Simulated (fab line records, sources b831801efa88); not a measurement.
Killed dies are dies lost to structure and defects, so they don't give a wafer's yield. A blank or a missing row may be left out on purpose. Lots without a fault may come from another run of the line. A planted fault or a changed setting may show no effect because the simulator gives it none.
Chamber matching | flow gf180mcu | GF_POLY_GATE_ETCH_12 on rie_diel-01: 4 sister chambers
The step etches BARC in N2/H2. 20 wafers are shown with their chamber, then 10 later ones without.

WAFERS WITH THEIR CHAMBER
wafer  | chamber | drypump_motor_current_A (A) | n2_flow_sccm (sccm) | throttle_valve_pct (%)
L079.1 | 2       | 5.7                         | 99.67               | 13.225
L079.2 | 0       | 5.2                         | 99.66               | 13.223
L079.3 | 1       | 5.7                         | 100.12              | 13.209
L079.4 | 1       | 5.8                         | 100.34              | 13.215
L079.5 | 0       | 5.2                         | 99.91               | 13.198
L079.6 | 2       | 5.7                         | 99.66               | 13.214
L083.1 | 1       | 5.8                         | 100.71              | 13.217
L083.2 | 0       | 5.2                         | 99.90               | 13.219
L083.3 | 3       | 5.0                         | 100.32              | 13.219
L083.4 | 2       | 5.6                         | 100.43              | 13.215
L083.5 | 1       | 5.8                         | 100.26              | 13.205
L083.6 | 2       | 5.6                         | 100.27              | 13.201
L085.1 | 3       | 5.0                         | 100.00              | 13.216
L085.2 | 0       | 5.2                         | 99.90               | 13.228
L085.3 | 1       | 5.8                         | 99.66               | 13.201
L085.4 | 2       | 5.7                         | 99.90               | 13.214
L085.5 | 0       | 5.2                         | 99.80               | 13.222
L085.6 | 3       | 5.0                         | 100.37              | 13.220
L087.1 | 2       | 5.7                         | 99.46               | 13.203
L087.2 | 1       | 5.8                         | 100.10              | 13.209

SIGNATURES (means of the wafers above)
reading                 | chamber 0 | chamber 1 | chamber 2 | chamber 3 | scatter within a chamber
drypump_motor_current_A | 5.200     | 5.783     | 5.667     | 5.000     | 0.0368
n2_flow_sccm            | 99.8340   | 100.1983  | 99.8983   | 100.2300  | 0.3
throttle_valve_pct      | 13.21800  | 13.20933  | 13.21200  | 13.21833  | 0.00836
Rule: a wafer's distance from a chamber is the root of the sum, over the readings, of the square of ((its reading less the chamber's mean) divided by the reading's scatter). The wafer belongs to the nearest chamber; if the next one is less than 2 further off, it can't be placed. The scatter: the root of (the sum of the squares of (reading less its chamber's mean) over the shown wafers, divided by (wafers less chambers)).

WAFERS WITHOUT THEIR CHAMBER
wafer  | drypump_motor_current_A (A) | n2_flow_sccm (sccm) | throttle_valve_pct (%)
L087.5 | 5.7                         | 99.90               | 13.219
L089.3 | 5.8                         | 99.89               | 13.212
L089.4 | 5.2                         | 100.45              | 13.228
L089.6 | 5.7                         | 100.07              | 13.228
L094.2 | 5.2                         | 100.06              | 13.196
L094.3 | 5.7                         | 99.64               | 13.205
L094.5 | 5.8                         | 99.40               | 13.209
L097.2 | 5.0                         | 100.21              | 13.208
L097.4 | 5.8                         | 99.45               | 13.213
L097.6 | 5.2                         | 100.04              | 13.223

WHICH CHAMBER EACH WENT THROUGH
wafer  | from the rows above     | in truth
L087.5 | can't be placed: 2 or 1 | 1
L089.3 | 1                       | 1
L089.4 | 0                       | 0
L089.6 | can't be placed: 2 or 1 | 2
L094.2 | 0                       | 0
L094.3 | can't be placed: 2 or 1 | 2
L094.5 | can't be placed: 1 or 2 | 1
L097.2 | 3                       | 3
L097.4 | can't be placed: 1 or 2 | 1
L097.6 | 0                       | 0
Placed correctly: 5 of 10. Can't be placed from these rows: 5 (the true chamber is among the candidates in 5). Placed wrongly: 0.
